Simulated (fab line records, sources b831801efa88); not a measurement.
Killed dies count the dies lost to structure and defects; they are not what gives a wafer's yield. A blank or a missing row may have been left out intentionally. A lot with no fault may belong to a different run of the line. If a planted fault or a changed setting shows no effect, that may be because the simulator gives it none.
Matching of chambers | flow sfq_line | SFQ_TRILAYER_I3_CMP_CMP_082 on cmp-02: 4 sister chambers
The step polishes SiO2. 8 wafers are shown with their chamber, then 8 later ones without.

## WAFERS, EACH WITH ITS CHAMBER
wafer  | chamber | motor_current_A (A) | time_to_endpoint_s (s)
L497.3 | 3       | 12.0                | 212
L497.6 | 3       | 11.7                | 222
L498.1 | 1       | 10.1                | 206
L498.2 | 0       | 9.7                 | 209
L506.1 | 2       | 9.3                 | 211
L506.3 | 1       | 10.4                | 210
L506.5 | 2       | 9.4                 | 210
L512.1 | 0       | 9.6                 | 208

## WAFERS WITHOUT THEIR CHAMBER
wafer  | motor_current_A (A) | time_to_endpoint_s (s)
L512.4 | 10.7                | 206
L512.5 | 10.2                | 208
L514.3 | 9.7                 | 209
L514.4 | 9.1                 | 215
L514.5 | 9.6                 | 217
L515.1 | 9.6                 | 211
L515.2 | 9.2                 | 205
L515.3 | 10.3                | 218

## CHAMBER TAKEN BY EACH
wafer  | from the rows above     | in truth
L512.4 | 1                       | 1
L512.5 | 1                       | 1
L514.3 | can't be placed: 0 or 2 | 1
L514.4 | can't be placed: 2 or 0 | 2
L514.5 | can't be placed: 0 or 2 | 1
L515.1 | can't be placed: 0 or 2 | 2
L515.2 | can't be placed: 2 or 0 | 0
L515.3 | 1                       | 1
Correct placement for 3 of the 8. Can't be placed from these rows: 5 (the true chamber is among the candidates in 3). Wrongly placed: 0.
How it was worked out, from the rows above alone: a wafer's distance from a chamber is the root of the sum, over the readings, of the square of ((its reading less the chamber's mean) divided by the reading's scatter). The wafer belongs to the nearest chamber; if the next one is less than 2 further off, it can't be placed. Each chamber's mean is taken over the wafers shown for it. The scatter: take each reading less its chamber's mean, square it, sum over the shown wafers, divide by the number of wafers less the number of chambers, and take the root.
